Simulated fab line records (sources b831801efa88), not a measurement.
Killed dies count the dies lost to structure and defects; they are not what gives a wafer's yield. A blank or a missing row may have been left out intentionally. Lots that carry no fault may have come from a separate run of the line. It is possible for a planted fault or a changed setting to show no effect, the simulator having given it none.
Split-lot experiment || flow sfq-line || on a route of 325 steps: 5 lots, 23 wafers read

## ON THE SPLIT
At SFQ_TRILAYER_L0_LITHO_COAT_005 (resist thk 600 nm), the setting resist-thk-nm was moved away from the recipe's 600 nm on 8 of the 23 wafers read, by -2.6% to +3.6%. The other wafers ran this setting at the recipe's value.

## FROM THE SPLIT TO THE READING: what the file shows between them, 5 steps
- SFQ_TRILAYER_L0_LITHO_SOFTBAKE_009
- SFQ_TRILAYER_L0_LITHO_EXPOSE_006: exposes mask L0, target cd 2000 nm
- SFQ_TRILAYER_L0_LITHO_PEB_008: peb time 60 s
- SFQ_TRILAYER_L0_LITHO_DEVELOP_007: time 60 s
- SFQ_TRILAYER_L0_BARC_OPEN_METAL_ETCH_010: etches BARC in O2, target depth 125 nm, time 41.7 s

## THE READING
KrF_of_TRILAYER_L0_LITHO_COAT_005.thk-nm (the simulator's own value, which no gauge read), in nm, at SFQ_TRILAYER_L0_ETCH_METAL_ETCH_008 (etches MoNx KI in SF6/O2, stops on SiO2, target depth 50 nm, time 25 s). The file gives no usual value for it. Average 480.5 nm, standard deviation 2.6 nm, over the 15 wafers here run with the recipe.

{"wafer": "L076.1", "tool, chamber at the split": "litho-track-03, 0", "resist-thk-nm as run, nm": 600, "against the recipe": "recipe", "KrF_of_TRILAYER_L0_LITHO_COAT_005.thk-nm, nm": 482.5, "against lot-mates on the recipe": "-"}
{"wafer": "L076.3", "tool, chamber at the split": "litho-track-03, 0", "resist-thk-nm as run, nm": 600, "against the recipe": "recipe", "KrF_of_TRILAYER_L0_LITHO_COAT_005.thk-nm, nm": 482.7, "against lot-mates on the recipe": "-"}
{"wafer": "L076.5", "tool, chamber at the split": "litho-track-03, 0", "resist-thk-nm as run, nm": 600, "against the recipe": "recipe", "KrF_of_TRILAYER_L0_LITHO_COAT_005.thk-nm, nm": 481.2, "against lot-mates on the recipe": "-"}
{"wafer": "L077.1", "tool, chamber at the split": "litho-track-01, 0", "resist-thk-nm as run, nm": 600, "against the recipe": "recipe", "KrF_of_TRILAYER_L0_LITHO_COAT_005.thk-nm, nm": 483.8, "against lot-mates on the recipe": "-"}
{"wafer": "L077.2", "tool, chamber at the split": "litho-track-01, 0", "resist-thk-nm as run, nm": 600, "against the recipe": "recipe", "KrF_of_TRILAYER_L0_LITHO_COAT_005.thk-nm, nm": 482.9, "against lot-mates on the recipe": "-"}
{"wafer": "L077.3", "tool, chamber at the split": "litho-track-01, 0", "resist-thk-nm as run, nm": 600, "against the recipe": "recipe", "KrF_of_TRILAYER_L0_LITHO_COAT_005.thk-nm, nm": 482.6, "against lot-mates on the recipe": "-"}
{"wafer": "L077.5", "tool, chamber at the split": "litho-track-01, 0", "resist-thk-nm as run, nm": 600, "against the recipe": "recipe", "KrF_of_TRILAYER_L0_LITHO_COAT_005.thk-nm, nm": 482.3, "against lot-mates on the recipe": "-"}
{"wafer": "L077.6", "tool, chamber at the split": "litho-track-01, 0", "resist-thk-nm as run, nm": 600, "against the recipe": "recipe", "KrF_of_TRILAYER_L0_LITHO_COAT_005.thk-nm, nm": 482.3, "against lot-mates on the recipe": "-"}
{"wafer": "L078.1", "tool, chamber at the split": "litho-track-03, 0", "resist-thk-nm as run, nm": 600, "against the recipe": "recipe", "KrF_of_TRILAYER_L0_LITHO_COAT_005.thk-nm, nm": 478, "against lot-mates on the recipe": "-"}
{"wafer": "L078.2", "tool, chamber at the split": "litho-track-03, 0", "resist-thk-nm as run, nm": 621.8, "against the recipe": "+3.6%", "KrF_of_TRILAYER_L0_LITHO_COAT_005.thk-nm, nm": 499.5, "against lot-mates on the recipe": "+20.8"}
{"wafer": "L078.3", "tool, chamber at the split": "litho-track-03, 0", "resist-thk-nm as run, nm": 600, "against the recipe": "recipe", "KrF_of_TRILAYER_L0_LITHO_COAT_005.thk-nm, nm": 479.5, "against lot-mates on the recipe": "-"}
{"wafer": "L078.5", "tool, chamber at the split": "litho-track-03, 0", "resist-thk-nm as run, nm": 621.8, "against the recipe": "+3.6%", "KrF_of_TRILAYER_L0_LITHO_COAT_005.thk-nm, nm": 502.7, "against lot-mates on the recipe": "+23.9"}
{"wafer": "L078.6", "tool, chamber at the split": "litho-track-03, 0", "resist-thk-nm as run, nm": 621.8, "against the recipe": "+3.6%", "KrF_of_TRILAYER_L0_LITHO_COAT_005.thk-nm, nm": 502.3, "against lot-mates on the recipe": "+23.6"}
{"wafer": "L083.2", "tool, chamber at the split": "litho-track-03, 0", "resist-thk-nm as run, nm": 618.3, "against the recipe": "+3.0%", "KrF_of_TRILAYER_L0_LITHO_COAT_005.thk-nm, nm": 491.3, "against lot-mates on the recipe": "+15.1"}
{"wafer": "L083.3", "tool, chamber at the split": "litho-track-03, 0", "resist-thk-nm as run, nm": 600, "against the recipe": "recipe", "KrF_of_TRILAYER_L0_LITHO_COAT_005.thk-nm, nm": 476.7, "against lot-mates on the recipe": "-"}
{"wafer": "L083.4", "tool, chamber at the split": "litho-track-03, 0", "resist-thk-nm as run, nm": 600, "against the recipe": "recipe", "KrF_of_TRILAYER_L0_LITHO_COAT_005.thk-nm, nm": 475.8, "against lot-mates on the recipe": "-"}
{"wafer": "L083.5", "tool, chamber at the split": "litho-track-03, 0", "resist-thk-nm as run, nm": 618.3, "against the recipe": "+3.0%", "KrF_of_TRILAYER_L0_LITHO_COAT_005.thk-nm, nm": 494.2, "against lot-mates on the recipe": "+17.9"}
{"wafer": "L083.6", "tool, chamber at the split": "litho-track-03, 0", "resist-thk-nm as run, nm": 618.3, "against the recipe": "+3.0%", "KrF_of_TRILAYER_L0_LITHO_COAT_005.thk-nm, nm": 491.4, "against lot-mates on the recipe": "+15.1"}
{"wafer": "L085.1", "tool, chamber at the split": "litho-track-04, 0", "resist-thk-nm as run, nm": 584.4, "against the recipe": "-2.6%", "KrF_of_TRILAYER_L0_LITHO_COAT_005.thk-nm, nm": 468.1, "against lot-mates on the recipe": -10.8}
{"wafer": "L085.2", "tool, chamber at the split": "litho-track-04, 0", "resist-thk-nm as run, nm": 584.4, "against the recipe": "-2.6%", "KrF_of_TRILAYER_L0_LITHO_COAT_005.thk-nm, nm": 463, "against lot-mates on the recipe": -15.9}
{"wafer": "L085.3", "tool, chamber at the split": "litho-track-04, 0", "resist-thk-nm as run, nm": 600, "against the recipe": "recipe", "KrF_of_TRILAYER_L0_LITHO_COAT_005.thk-nm, nm": 478.3, "against lot-mates on the recipe": "-"}
{"wafer": "L085.5", "tool, chamber at the split": "litho-track-04, 0", "resist-thk-nm as run, nm": 600, "against the recipe": "recipe", "KrF_of_TRILAYER_L0_LITHO_COAT_005.thk-nm, nm": 481.9, "against lot-mates on the recipe": "-"}
{"wafer": "L085.6", "tool, chamber at the split": "litho-track-04, 0", "resist-thk-nm as run, nm": 600, "against the recipe": "recipe", "KrF_of_TRILAYER_L0_LITHO_COAT_005.thk-nm, nm": 476.5, "against lot-mates on the recipe": "-"}

THE FIT
A straight line over all 23 wafers: KrF_of_TRILAYER_L0_LITHO_COAT_005.thk-nm changes by +5.19 nm for each +1% of resist-thk-nm; r = +0.95; the points scatter about the line by 3 nm.
The same after taking each lot's own level away (the mean of its wafers on the recipe; 23 wafers): +5.69 nm for each +1%; r = +0.99; scatter 1.8 nm.
That fit puts the effect of the largest move of resist-thk-nm on the reading at 21 nm.
From 476.25 to 482.78 nm: that is the span of the lots' own levels, equal to 2.5 times the standard deviation above.
The two slopes are in agreement: the lot-to-lot level therefore moves the slope only a little.
Check: for one of the wafers moved furthest among these (+3.6%), held out of the fit, the line's prediction against its lot-mates is +20.9 nm. Against them it came out at +20.8 nm.

## THE OTHER SPLITS THESE WAFERS WENT THROUGH
Other splits were also applied to these wafers ahead of the reading. Each is held against what the fit with the lots' levels taken away leaves over:
{"other split on the same wafers": "SFQ_TRILAYER_INCOMING_OXIDATION_002 ox-time-s", "wafers away from the commonest value": 15, "r with KrF_of_TRILAYER_L0_LITHO_COAT_005.thk-nm (lot level and that fit taken away)": "+0.28"}

## THE WHOLE CHAIN: every reading that the file lists as answering this split, in the file's order
{"step": "SFQ_TRILAYER_L0_LITHO_COAT_005", "what it does": "resist thk 600 nm", "reading": "KrF_of_TRILAYER_L0_LITHO_COAT_005.thk-nm (the simulator's own value, which no gauge read)", "change (the file's fit)": "+6.05 nm for each +1% of the setting", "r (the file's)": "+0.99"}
{"step": "SFQ_TRILAYER_L0_BARC_OPEN_METAL_ETCH_010", "what it does": "etches BARC in O2, target depth 125 nm, time 41.7 s", "reading": "KrF_of_TRILAYER_L0_LITHO_COAT_005.thk-nm (the simulator's own value, which no gauge read)", "change (the file's fit)": "+5.9 nm for each +1% of the setting", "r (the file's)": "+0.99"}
{"step": "SFQ_TRILAYER_L0_ETCH_METAL_ETCH_008", "what it does": "etches MoNx KI in SF6/O2, stops on SiO2, target depth 50 nm, time 25 s", "reading": "KrF_of_TRILAYER_L0_LITHO_COAT_005.thk-nm (the simulator's own value, which no gauge read)", "change (the file's fit)": "+5.68 nm for each +1% of the setting", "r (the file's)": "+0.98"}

## FILE'S OWN FIT
KrF_of_TRILAYER_L0_LITHO_COAT_005.thk-nm changes by +5.68 nm for each +1% of resist-thk-nm, r = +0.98.
